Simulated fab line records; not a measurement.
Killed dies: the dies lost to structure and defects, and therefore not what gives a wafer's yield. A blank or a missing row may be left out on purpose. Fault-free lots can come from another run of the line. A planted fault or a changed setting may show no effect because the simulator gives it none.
Struck lot and sound lot, side by side | flow sky130 | 14 out of 708 route steps
Sound: the wafers L128.1, L128.2, L128.3. Wafers L145.4, L145.5, L145.6 were the ones struck. The cause is given at the end.
Order at every step that has rows: each side's tool, ch and its chambers, its first start. Under that, the readings that differ: sound wafers | struck wafers | difference of the means | sigmas: that difference in standard deviations of wafers without a fault.
alike: readings whose means differ by less than 2 such deviations, and words and numbers that are the same on both sides. not compared: withheld readings, readings that some wafer has no value for, bounds like >300 that may hide the same value, and numbers for which the record gives no deviation and whose values overlap.
The two part at a step that has a row with sigmas, a row that says differs or no value, or rows on one side only. Numbers that don't overlap but have no deviation are shown without sigmas and don't part them. Lack of a reading on every wafer of one side parts them only where that side has two or more wafers.

first, 3 steps without rows for these wafers: SKY_POLY_CUT_EXPOSE_05 (exposes mask NPCM, target cd 270 nm); SKY_POLY_CUT_PEB_06; SKY_POLY_CUT_DEVELOP_07 (develop time 60 s).
SKY_POLY_CUT_CD_MEAS_08: the cd target is 270 nm.
  struck on cdSem-01, day 30 16:11; sound on cdSem-02, day 24 05:49
  alike: cdNm
SKY_POLY_CUT_OVL_MEAS_09:
  struck on overlay-02, day 30 16:16; sound on overlay-02, day 24 05:56
  alike: POLY_CUT_OVL
SKY_POLY_CUT_ETCH_10: etches BARC in N2/H2, stops on SiO2, time 45.9 s, target depth 60 nm.
  sound on rieDiel-02 ch 0,2,3, day 24 05:58; struck on rieDiel-04 ch 2,3, day 30 16:16
  alike: drypumpMotorCurrentA, oesProductAu, throttleValvePct
  not compared: rfHoursCounterH
SKY_POLY_CUT_ETCH_11: etches Si3N4 in CF4/CH2F2/Ar, stops on poly-Si, time 42.5 s, target depth 60 nm.
  sound on rieDiel-02 ch 0,2,3, day 24 06:01; struck on rieDiel-04 ch 2,3, day 30 16:19
  alike: drypumpMotorCurrentA, oesProductAu, throttleValvePct
  not compared: rfHoursCounterH
SKY_POLY_CUT_STRIP_12: strips in O2/N2.
  sound on plasmaAsher-03 ch 0,1, day 24 06:03; struck on plasmaAsher-01 ch 0,1, day 30 16:23
  alike: drypumpMotorCurrentA, o2FlowSccm, oesProductAu, stripTimeToEndpointS
  not compared: rfHoursCounterH
then, 4 steps without rows for these wafers: SKY_SD_P_DEHYDRATE_00 (time 60 s); SKY_SD_P_HMDS_01 (prime time 60 s); SKY_SD_P_COAT_02 (resist thk 1140 nm); SKY_SD_P_SOFTBAKE_03 (time 60 s).
SKY_SD_P_EXPOSE_04: exposes mask PSDM, target cd 380 nm.
  struck on ilineStepper-02, day 31 05:58; sound on ilineStepper-01 ch 0, day 24 21:20
  no value came back on the struck wafers for exposureDoseMJCm2, focusOffsetNm (nm); on the sound wafers exposureDoseMJCm2 reads 138.23 138.18 138.30
  alike: mask
next, for these wafers, 1 step has no rows: SKY_SD_P_PEB_05.

== WHERE THEY PART ==
SKY_SD_P_EXPOSE_04 only, going by this record.

WHY: what the simulator had put in
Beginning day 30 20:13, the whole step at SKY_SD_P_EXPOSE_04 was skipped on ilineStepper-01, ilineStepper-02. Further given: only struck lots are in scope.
